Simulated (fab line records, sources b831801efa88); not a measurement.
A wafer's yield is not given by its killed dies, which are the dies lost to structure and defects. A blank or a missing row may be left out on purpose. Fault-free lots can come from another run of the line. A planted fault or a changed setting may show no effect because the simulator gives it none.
The same fault as seen by 2 desks + flow gf180mcu + what lay behind the numbers comes last; until then each desk has only its own

## DESK OF THE TOOL OWNER: implanter-01
The tool's own readings at GF_NWELL_IMPLANT_09: means of the sampled wafers that have a number, for each lot that ran on this tool. The brackets show how far a lot's mean lies from the usual mean; more than 4 standard deviations puts the lot out of limits, marked OUT.
Columns: A = beam_on_s at GF_NWELL_IMPLANT_09, usual 10.02 s; B = faraday_current_uA at GF_NWELL_IMPLANT_09, usual 22.5
| lot  | first seen here | A                | B               |
|------|-----------------|------------------|-----------------|
| L235 | day 3 18:10     | 10.18            | 22.2            |
| L236 | day 3 23:09     | 9.92             | 22.7            |
| L238 | day 4 09:35     | 10.08            | 22.5            |
| L244 | day 5 19:14     | 11.09 (+5.1) OUT | 20.4 (-4.5) OUT |
| L247 | day 6 14:05     | 11.09 (+5.1) OUT | 20.4 (-4.5) OUT |
Finding of this desk: L244, L247 out of limits; the first was L244 at day 5 19:14, on beam_on_s at GF_NWELL_IMPLANT_09. Within limits: L235, L236, L238.

## AT THE METROLOGY DESK
What the gauges read for every lot (on any tool): the sampled wafers with a number, averaged. The brackets show how far a lot's mean lies from the usual mean; more than 4 standard deviations puts the lot out of limits, marked OUT.
Columns: A = STI_OXIDATION_THK at GF_STI_THK_MEAS_02, usual 10.01 nm; B = STI_OXIDATION_01_THK at GF_STI_THK_MEAS_22, usual 15.04 nm; C = VT_IMPLANT_02_OVL at GF_VT_IMPLANT_OVL_MEAS_29, usual 0.8 nm; D = NWELL_RS at GF_VT_IMPLANT_RS_MEAS_47, usual 488.4 ohm/sq
| lot  | first seen here | A     | B     | C    | D                |
|------|-----------------|-------|-------|------|------------------|
| L233 | day 1 11:32     | 10.10 | 15.24 | 1.1  | 489.5            |
| L234 | day 1 16:32     | 10.05 | 15.01 | -1.2 | 488.7            |
| L235 | day 1 21:31     | 10.18 | 15.18 | 1.3  | 487.7            |
| L236 | day 2 02:32     | 10.03 | 14.74 | 1.9  | 488.5            |
| L237 | day 2 07:31     | 10.00 | 14.77 | -0.4 | 488.5            |
| L238 | day 2 13:00     | 9.97  | 14.80 | 0.8  | 490.0            |
| L239 | day 2 18:13     | 9.99  | 15.10 | 1.5  | 487.5            |
| L240 | day 2 22:31     | 9.90  | 15.27 | 2.6  | 488.0            |
| L244 | day 3 19:12     | 10.18 | 14.88 | 0.5  | 483.9 (-4.5) OUT |
| L247 | day 4 09:33     | 10.21 | 15.03 | 0.9  | 484.1 (-4.3) OUT |
| L251 | day 5 06:30     | 10.18 | 15.10 | 0.1  | 489.2            |
| L252 | day 5 10:31     | 9.87  | 15.33 | -0.5 | 489.4            |
| L253 | day 5 15:38     | 9.94  | 14.93 | 2.3  | 488.8            |
| L254 | day 5 20:31     | 9.87  | 14.96 | 2.4  | 488.3            |
This desk reports L244, L247 out of limits; the earliest was L244 at day 10 14:36 (NWELL_RS at GF_VT_IMPLANT_RS_MEAS_47). Within limits: L233, L234, L235, L236, L237, L238, L239, L240, L251, L252, L253, L254.

## BROUGHT TOGETHER
The tool owner's desk had the chance to raise an alarm at day 5 19:14 on L244, L247.
An alarm was possible from the metrology desk at day 10 14:36, on L244, L247.
The lots listed all ran GF_NWELL_IMPLANT_09 on implanter-01.

## WHAT THE SIMULATOR HAD INSERTED
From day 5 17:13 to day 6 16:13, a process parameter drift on implanter-01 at GF_NWELL_IMPLANT_09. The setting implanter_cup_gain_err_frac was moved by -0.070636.
Shown lots that were struck: L244, L247.
Time in hours from fault onset to the first out-of-limits reading at each desk: tool owner's desk 2, metrology desk 117.
